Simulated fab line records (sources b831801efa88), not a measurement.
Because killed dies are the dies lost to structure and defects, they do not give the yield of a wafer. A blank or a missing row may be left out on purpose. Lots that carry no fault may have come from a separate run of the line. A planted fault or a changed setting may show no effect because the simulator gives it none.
Which of the tools did it? | flow gf180mcu | Sampling: 12 lots, 36 wafers, 5 of 602 route steps

## WHAT THE GAUGES SHOWED, per wafer
GF_M1_CD_MEAS_14: the cd target is 230 nm. Usual: cd_nm 230.1 nm, standard deviation 0.94.
lot  | measured     | on        | cd_nm (nm)        | flag
L139 | day 17 12:00 | cd_sem-02 | 231.5 232.4 231.6 |
L138 | day 17 16:08 | cd_sem-01 | 229.9 230.9 230.2 |
L140 | day 18 00:12 | cd_sem-02 | 229.8 229.6 230.2 |
L141 | day 18 08:33 | cd_sem-02 | 228.9 230.8 229.8 |
L142 | day 18 10:41 | cd_sem-02 | 231.4 230.9 230.3 |
L145 | day 19 15:20 | cd_sem-01 | 231.2 229.9 230.3 |
L150 | day 21 02:00 | cd_sem-01 | 229.0 228.6 230.1 |
L155 | day 24 00:10 | cd_sem-02 | 230.8 231.3 229.2 |
L156 | day 24 10:23 | cd_sem-01 | 228.1 228.8 227.8 |
L159 | day 24 21:45 | cd_sem-01 | 230.8 230.9 231.5 |
L158 | day 25 05:00 | cd_sem-02 | 230.9 230.6 231.7 |
L160 | day 25 10:35 | cd_sem-01 | 230.9 230.3 229.9 |

GF_V1_THK_MEAS_01. Usual: for V1_CVD_00_THK the level is 609 nm and the standard deviation is 8.7.
lot  | measured     | on            | V1_CVD_00_THK (nm) | flag
L139 | day 17 12:50 | film_metro-02 | 594 605 601        |
L138 | day 17 17:01 | film_metro-03 | 593 608 586        |
L140 | day 18 01:04 | film_metro-04 | 590 605 591        |
L141 | day 18 09:32 | film_metro-02 | 600 600 603        |
L142 | day 18 11:34 | film_metro-02 | 591 602 604        |
L145 | day 19 16:13 | film_metro-03 | 604 605 617        |
L150 | day 21 02:52 | film_metro-02 | 620 634 617        |
L155 | day 24 01:13 | film_metro-03 | 604 610 611        |
L156 | day 24 11:16 | film_metro-02 | 612 606 607        |
L159 | day 24 22:40 | film_metro-03 | 610 610 608        |
L158 | day 25 05:52 | film_metro-02 | 618 604 610        |
L160 | day 25 11:28 | film_metro-04 | 611 614 600        |

GF_V1_THK_MEAS_03. Usual: for V1_CVD_02_THK the level is 854 nm and the standard deviation is 12.
lot  | measured     | on            | V1_CVD_02_THK (nm) | flag
L139 | day 17 12:58 | film_metro-03 | 875 846 851        |
L138 | day 17 17:08 | film_metro-04 | 858 861 860        |
L140 | day 18 01:12 | film_metro-03 | 842 850 861        |
L141 | day 18 09:43 | film_metro-03 | 856 868 864        |
L142 | day 18 11:41 | film_metro-03 | 846 848 863        |
L145 | day 19 16:21 | film_metro-04 | 836 852 828        |
L150 | day 21 03:00 | film_metro-02 | 1166 1159 867      | OFF
L155 | day 24 01:25 | film_metro-03 | 840 864 855        |
L156 | day 24 11:24 | film_metro-04 | 852 846 841        |
L159 | day 24 22:47 | film_metro-02 | 842 851 851        |
L158 | day 25 05:59 | film_metro-04 | 845 854 850        |
L160 | day 25 11:35 | film_metro-02 | 842 828 851        |

## EACH LOT AND THE TOOL THAT RAN IT (in order: tool; ch and the chambers of the sampled wafers; start)
lot  | GF_CONTACT_SPUTTER_22        | GF_V1_CVD_02
L139 | pvd_sputter-04, day 16 12:23 | pecvd-04 ch 0,1,2, day 17 12:54
L138 | pvd_sputter-02, day 16 16:56 | pecvd-01 ch 1,2, day 17 17:04
L140 | pvd_sputter-04, day 17 00:37 | pecvd-02 ch 0,1, day 18 01:08
L141 | pvd_sputter-04, day 17 09:05 | pecvd-04 ch 0,2, day 18 09:36
L142 | pvd_sputter-02, day 17 10:40 | pecvd-01 ch 1,2, day 18 11:37
L145 | pvd_sputter-04, day 18 14:48 | pecvd-04 ch 0,1,2, day 19 16:17
L150 | pvd_sputter-02, day 20 00:46 | pecvd-01 ch 0,1,2, day 21 02:55
L155 | pvd_sputter-02, day 23 00:16 | pecvd-04 ch 0,1,2, day 24 01:16
L156 | pvd_sputter-01, day 23 10:46 | pecvd-02 ch 0,1, day 24 11:20
L159 | pvd_sputter-04, day 23 23:18 | pecvd-01 ch 0,1,2, day 24 22:43
L158 | pvd_sputter-04, day 24 05:57 | pecvd-04 ch 1,2, day 25 05:55
L160 | pvd_sputter-01, day 24 12:43 | pecvd-04 ch 0,1, day 25 11:31
- GF_CONTACT_SPUTTER_22: material Ti, target thk 15 nm, time 80.02 s.
- GF_V1_CVD_02: deposits SiO2 from TEOS, target thk 850 nm, time 94.851 s.

## WHAT THE TOOLS THEMSELVES READ (means of the sampled wafers that have a number; where no wafer has one, the mark that the record gives instead)
GF_CONTACT_SPUTTER_22. Usual: throttle_valve_pct 29.8 %, standard deviation 1.1.
lot  | tool           | throttle_valve_pct (%) | flag
L139 | pvd_sputter-04 | 28.8                   |
L138 | pvd_sputter-02 | 29.5                   |
L140 | pvd_sputter-04 | 29.8                   |
L141 | pvd_sputter-04 | 29.5                   |
L142 | pvd_sputter-02 | 30.0                   |
L145 | pvd_sputter-04 | 29.6                   |
L150 | pvd_sputter-02 | 29.6                   |
L155 | pvd_sputter-02 | 29.6                   |
L156 | pvd_sputter-01 | 32.9                   |
L159 | pvd_sputter-04 | 29.3                   |
L158 | pvd_sputter-04 | 29.8                   |
L160 | pvd_sputter-01 | 30.7                   |

GF_V1_CVD_02. Usual: heater_power_outer_w 350 W, standard deviation 75; heater_power_w 605 W, standard deviation 93; susceptor_temp_C 399.98 C, standard deviation 0.24.
lot  | tool     | heater_power_outer_w (W) | heater_power_w (W) | susceptor_temp_C (C) | flag
L139 | pecvd-04 | 376                      | 639                | 400.08               |
L138 | pecvd-01 | 335                      | 579                | 399.89               |
L140 | pecvd-02 | 449                      | 745                | 400.19               |
L141 | pecvd-04 | 342                      | 592                | 399.95               |
L142 | pecvd-01 | 295                      | 521                | 400.00               |
L145 | pecvd-04 | 353                      | 609                | 399.99               |
L150 | pecvd-01 | 317                      | 557                | 399.81               |
L155 | pecvd-04 | 361                      | 615                | 399.76               |
L156 | pecvd-02 | 338                      | 590                | 399.98               |
L159 | pecvd-01 | 335                      | 583                | 399.91               |
L158 | pecvd-04 | 371                      | 628                | 400.35               |
L160 | pecvd-04 | 334                      | 617                | 399.83               |

## THE ANSWER, worked out from the rows above alone
Rule: a lot counts as off when the mean over its wafers that have a number is more than 3 standard deviations away from the usual mean. Also off: a lot with no number at a reading for which 4 or more lots have one. All remaining lots with rows at the step are treated as sound. Order of review: gauges by route order, followed by the tools' own readings, for which a lot's mean as printed above is used. At the first step where some lot is off, the reading lying furthest off is the one used; lots without a number count as furthest.
Off: L150, at GF_V1_THK_MEAS_03 (V1_CVD_02_THK).
A tool fits if, at a process step before that reading, it ran every lot that is off, and no sound lot after the first of them. The gauges at GF_V1_THK_MEAS_03 are tried like those tools. Not one of the candidates tried fits.

## WHAT THE SIMULATOR HAD PUT IN
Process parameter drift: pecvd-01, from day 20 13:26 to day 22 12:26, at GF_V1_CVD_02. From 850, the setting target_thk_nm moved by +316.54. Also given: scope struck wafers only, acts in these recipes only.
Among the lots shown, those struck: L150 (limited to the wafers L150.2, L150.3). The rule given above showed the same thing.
